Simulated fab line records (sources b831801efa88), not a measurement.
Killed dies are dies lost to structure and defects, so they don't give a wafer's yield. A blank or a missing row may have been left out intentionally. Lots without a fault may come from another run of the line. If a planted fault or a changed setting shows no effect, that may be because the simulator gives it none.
Check for tools in common :: flow gf180mcu :: Lots sampled 12, wafers sampled 36

== THE REASON FOR OPENING IT ==
GF_HV_LDD_TW_MEAS_11, reading HV_LDD_TW: flagged on 2 of 12 lots. Wafers without a fault read 2420, standard deviation 21.
Rule: flag the lot when none of its wafers has a number, or when each of its wafers that has one lies beyond 4 standard deviations from that mean. As for the other lots, they are considered sound.

lot: L700
measured: day 10 00:59
on: film_metro-03
HV_LDD_TW, wafer by wafer: 2419 2418 2418
flag: 

lot: L701
measured: day 10 08:16
on: film_metro-03
HV_LDD_TW, wafer by wafer: 2436 2425 2447
flag: 

lot: L702
measured: day 10 14:22
on: film_metro-02
HV_LDD_TW, wafer by wafer: 2365 2386 2392
flag: 

lot: L703
measured: day 11 00:37
on: film_metro-03
HV_LDD_TW, wafer by wafer: 2443 2425 2428
flag: 

lot: L704
measured: day 11 07:44
on: film_metro-03
HV_LDD_TW, wafer by wafer: 2444 2431 2442
flag: 

lot: L705
measured: day 11 13:53
on: film_metro-01
HV_LDD_TW, wafer by wafer: 2447 2447 2435
flag: 

lot: L707
measured: day 12 01:37
on: film_metro-02
HV_LDD_TW, wafer by wafer: 2389 2392 2384
flag: 

lot: L709
measured: day 12 17:05
on: film_metro-03
HV_LDD_TW, wafer by wafer: 2438 2443 2442
flag: 

lot: L711
measured: day 13 14:02
on: film_metro-01
HV_LDD_TW, wafer by wafer: 2422 2427 2431
flag: 

lot: L719
measured: day 16 06:49
on: film_metro-03
HV_LDD_TW, wafer by wafer: 2433 2438 2438
flag: 

lot: L721
measured: day 16 12:13
on: film_metro-01
HV_LDD_TW, wafer by wafer: 2293 2308 2306
flag: FLAGGED

lot: L722
measured: day 17 03:55
on: film_metro-01
HV_LDD_TW, wafer by wafer: 2325 2326 2333
flag: FLAGGED
The numbers of the flagged lots are 2315 on average: -105 against the usual, or -5 standard deviations.

== EACH LOT AND THE TOOL IT RAN ON ==
Before the reading, the record contains 2 process steps out of a 602-step route. Cell contents, in order: the tool; ch with the chambers the sampled wafers went through; the start.
lot: L700
flag: 
GF_VT_IMPLANT_STRIP_20: plasma_asher-03 ch 0,1, day 6 07:10
GF_HV_LDD_IMPLANT_09: implanter-03 ch 0, day 10 00:46

lot: L701
flag: 
GF_VT_IMPLANT_STRIP_20: plasma_asher-04 ch 0,1, day 6 12:59
GF_HV_LDD_IMPLANT_09: implanter-03 ch 0, day 10 08:01

lot: L702
flag: 
GF_VT_IMPLANT_STRIP_20: plasma_asher-03 ch 0,1, day 6 17:47
GF_HV_LDD_IMPLANT_09: implanter-03 ch 0, day 10 14:07

lot: L703
flag: 
GF_VT_IMPLANT_STRIP_20: plasma_asher-02 ch 0,1, day 7 03:38
GF_HV_LDD_IMPLANT_09: implanter-03 ch 0, day 11 00:23

lot: L704
flag: 
GF_VT_IMPLANT_STRIP_20: plasma_asher-03 ch 0,1, day 7 10:11
GF_HV_LDD_IMPLANT_09: implanter-02 ch 0, day 11 07:29

lot: L705
flag: 
GF_VT_IMPLANT_STRIP_20: plasma_asher-04 ch 0,1, day 7 12:50
GF_HV_LDD_IMPLANT_09: implanter-03 ch 0, day 11 13:38

lot: L707
flag: 
GF_VT_IMPLANT_STRIP_20: plasma_asher-03 ch 0,1, day 8 00:14
GF_HV_LDD_IMPLANT_09: implanter-03 ch 0, day 12 01:22

lot: L709
flag: 
GF_VT_IMPLANT_STRIP_20: plasma_asher-03 ch 0,1, day 8 12:55
GF_HV_LDD_IMPLANT_09: implanter-02 ch 0, day 12 16:52

lot: L711
flag: 
GF_VT_IMPLANT_STRIP_20: plasma_asher-04 ch 0,1, day 9 07:29
GF_HV_LDD_IMPLANT_09: implanter-02 ch 0, day 13 13:47

lot: L719
flag: 
GF_VT_IMPLANT_STRIP_20: plasma_asher-02 ch 0,1, day 11 14:40
GF_HV_LDD_IMPLANT_09: implanter-01 ch 0, day 16 06:35

lot: L721
flag: FLAGGED
GF_VT_IMPLANT_STRIP_20: plasma_asher-03 ch 0,1, day 11 18:02
GF_HV_LDD_IMPLANT_09: implanter-02 ch 0, day 16 11:59

lot: L722
flag: FLAGGED
GF_VT_IMPLANT_STRIP_20: plasma_asher-04 ch 0,1, day 12 05:40
GF_HV_LDD_IMPLANT_09: implanter-02 ch 0, day 17 03:41
What these steps do:
- GF_VT_IMPLANT_STRIP_20: strips in O2/N2.
- GF_HV_LDD_IMPLANT_09
- GF_HV_LDD_TW_MEAS_11

== FLAGGED AGAINST TOTAL, ONE TOOL AT A TIME (gauges that did the reading follow at the end) ==
step: GF_VT_IMPLANT_STRIP_20
tool: plasma_asher-02
lots run: 2
flagged: 0
share of the flagged lots: none
sound lots run after its first flagged lot: -

step: GF_VT_IMPLANT_STRIP_20
tool: plasma_asher-03
lots run: 6
flagged: 1
share of the flagged lots: some
sound lots run after its first flagged lot: 0

step: GF_VT_IMPLANT_STRIP_20
tool: plasma_asher-04
lots run: 4
flagged: 1
share of the flagged lots: some
sound lots run after its first flagged lot: 0

step: GF_HV_LDD_IMPLANT_09
tool: implanter-01
lots run: 1
flagged: 0
share of the flagged lots: none
sound lots run after its first flagged lot: -

step: GF_HV_LDD_IMPLANT_09
tool: implanter-02
lots run: 5
flagged: 2
share of the flagged lots: all
sound lots run after its first flagged lot: 0

step: GF_HV_LDD_IMPLANT_09
tool: implanter-03
lots run: 6
flagged: 0
share of the flagged lots: none
sound lots run after its first flagged lot: -

step: GF_HV_LDD_TW_MEAS_11
tool: film_metro-01
lots run: 4
flagged: 2
share of the flagged lots: all
sound lots run after its first flagged lot: 0

step: GF_HV_LDD_TW_MEAS_11
tool: film_metro-02
lots run: 2
flagged: 0
share of the flagged lots: none
sound lots run after its first flagged lot: -

step: GF_HV_LDD_TW_MEAS_11
tool: film_metro-03
lots run: 6
flagged: 0
share of the flagged lots: none
sound lots run after its first flagged lot: -

== WHAT IS ALLOWED BY THE TABLE ==
Rows of the table that ran all the flagged lots, 2 in number: implanter-02 at GF_HV_LDD_IMPLANT_09; film_metro-01 at GF_HV_LDD_TW_MEAS_11.
- implanter-02 at GF_HV_LDD_IMPLANT_09: 2 of its 5 lots flagged. Its last sound lot is L711 (day 13 13:47), its first flagged lot L721 (day 16 11:59): a fault that began between those two fits. Its own readings (beam_energy_keV) fall more than 4 standard deviations out on all wafers of the flagged lots.
- film_metro-01 at GF_HV_LDD_TW_MEAS_11: 2 of its 4 lots flagged. Its last sound lot is L711 (day 13 14:02), its first flagged lot L721 (day 16 12:13): a fault that began between those two fits.
These 2 tools cannot be told apart by counting lots, since each of them fits a fault that started at some hour. More lots, or a look at what each step does to the wafer, might.

== WHAT HAD BEEN PUT IN BY THE SIMULATOR ==
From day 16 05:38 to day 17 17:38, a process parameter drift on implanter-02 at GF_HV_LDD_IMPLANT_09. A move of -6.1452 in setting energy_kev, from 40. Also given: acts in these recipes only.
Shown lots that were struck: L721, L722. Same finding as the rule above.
